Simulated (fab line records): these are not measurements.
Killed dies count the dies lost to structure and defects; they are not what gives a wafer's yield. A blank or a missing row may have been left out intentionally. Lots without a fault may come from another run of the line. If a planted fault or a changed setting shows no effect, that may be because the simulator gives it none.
Comparing a struck lot with a sound one :: flow sky130 :: 35 out of 708 route steps
Sound: the wafers L924.2, L924.5, L924.6. Wafers L910.1, L910.2, L910.3 were the ones struck. The cause is given at the end.
For every step that has rows: the tool of each side, followed by ch and its chambers, followed by its first start. Under that, the readings that differ: sound wafers :: struck wafers :: difference of the means :: sigmas: that difference in standard deviations of wafers without a fault.
alike: same words and numbers on both sides, and readings whose means sit less than 2 such deviations apart. not compared: any withheld reading, any reading some wafer has no value for, any bound like >300 that may hide the same value, and any number with overlapping values for which the record gives no deviation.
A row with sigmas, a row that says differs or no value, or rows on one side alone: a step with any of these is where the two part. Numbers that have no deviation but don't overlap get no sigmas and don't part them. Lack of a reading on every wafer of one side parts them only where that side has two or more wafers.

first, 10 steps without rows for these wafers: SKY_POLY_CUT_ETCH_10 (etches BARC in N2/H2, stops on SiO2, time 45.9 s, target depth 60 nm); SKY_POLY_CUT_ETCH_11 (etches Si3N4 in CF4/CH2F2/Ar, stops on poly-Si, time 42.5 s, target depth 60 nm); SKY_POLY_CUT_STRIP_12 (strips in O2/N2); SKY_SD_P_DEHYDRATE_00 (time 60 s); SKY_SD_P_HMDS_01 (prime time 60 s); SKY_SD_P_COAT_02 (resist thk 1140 nm); SKY_SD_P_SOFTBAKE_03 (time 60 s); SKY_SD_P_EXPOSE_04 (exposes mask PSDM, target cd 380 nm); SKY_SD_P_PEB_05; SKY_SD_P_DEVELOP_06 (develop time 60 s).
SKY_SD_P_IMPLANT_09:
  sound on implanter-02 ch 0, day 33 00:49; struck on implanter-02 ch 0, day 29 11:15
reading: beam energy keV
sound: 19.998 20.002 19.998
struck: 19.123 19.121 19.122
difference: -0.877
sigmas: -99 or more

reading: model.implant.rp nm (nm)
sound: 17.91 17.91 17.91
struck: 16.58 16.58 16.58
difference: -1.33
sigmas: 

reading: model.implant.drp nm (nm)
sound: 9.746 9.746 9.746
struck: 9.443 9.443 9.443
difference: -0.303
sigmas: 
SKY_SD_P_STRIP_10: strips in O2/N2.
  sound on plasma asher-03 ch 0,1, day 33 00:56; struck on plasma asher-03 ch 0,1, day 29 11:24
reading: strip time to endpoint s (s)
sound: 17.48 17.52 17.53
struck: 17.35 17.33 17.35
difference: -0.17
sigmas: -4
  alike: drypump motor current A, o2 flow sccm, oes product au
  not compared: rf hours counter h
then, 21 steps without rows for these wafers: SKY_RES_XHIGH_DEHYDRATE_00 (time 60 s); SKY_RES_XHIGH_HMDS_01 (prime time 60 s); SKY_RES_XHIGH_COAT_02 (resist thk 1140 nm); SKY_RES_XHIGH_SOFTBAKE_03 (time 60 s); SKY_RES_XHIGH_EXPOSE_04 (exposes mask URPM, target cd 1270 nm); SKY_RES_XHIGH_PEB_05; SKY_RES_XHIGH_DEVELOP_06 (develop time 60 s); SKY_RES_XHIGH_IMPLANT_07; SKY_RES_XHIGH_STRIP_08 (strips in O2/N2); SKY_SD_N_DEHYDRATE_00 (time 60 s); SKY_SD_N_HMDS_01 (prime time 60 s); SKY_SD_N_COAT_02 (resist thk 1140 nm); SKY_SD_N_SOFTBAKE_03 (time 60 s); SKY_SD_N_EXPOSE_04 (exposes mask NSDM, target cd 380 nm); SKY_SD_N_PEB_05; SKY_SD_N_DEVELOP_06 (develop time 60 s); SKY_SD_N_IMPLANT_09; SKY_SD_N_IMPLANT_10; SKY_SD_N_STRIP_11 (strips in O2/N2); SKY_SD_N_CLEAN_13 (cleans in SC1/SC2, time 150 s); SKY_SD_N_RTA_14 (time 2 s).
-- the record jumps here: 2 days lie between the struck wafers' starts before and after --
SKY_SD_N_RS_MEAS_17: the measuring method here is four-point-probe.
  sound: film metro-03 at day 35 06:20; struck: film metro-01 at day 31 19:43
reading: SD_P_RS (ohm/sq)
sound: 147.2 147.8 147.0
struck: 150.0 150.0 150.0
difference: +2.7
sigmas: +7
-- here the record skips 16 days between the struck wafers' starts before and after, leaving off in module SD_N and picking up in module PAD_OPEN (first step shown: number 708 of the route) --
SKY_PAD_OPEN_PROBE_99:
  sound: prober-02 at day 50 18:05; struck: prober-01 at day 48 07:11
reading: killed at front end
sound: 24 19 22
struck: 9 13 11
difference: -11
sigmas: -2

reading: model.etest.res pdiff hv.rs ohm sq
sound: 187.1 188.5 187.6
struck: 196.8 196.1 194.4
difference: +8.0
sigmas: 

reading: model.etest.res pdiff.rs ohm sq
sound: 193.6 195.2 194.5
struck: 201.2 201 200.5
difference: +6.5
sigmas: 
  alike: killed_at_M0_to_M3, killed_at_M4_up, killed at contacts, killed at other, killed dies, killed open, killed short

== WHERE THEY PART ==
Last at SKY_PAD_OPEN_PROBE_99 as far as this record goes, first at SKY_SD_P_IMPLANT_09.

WHY: what had been put in by the simulator
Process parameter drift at SKY_SD_P_IMPLANT_09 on implanter-02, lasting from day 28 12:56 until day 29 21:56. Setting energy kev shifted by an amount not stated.
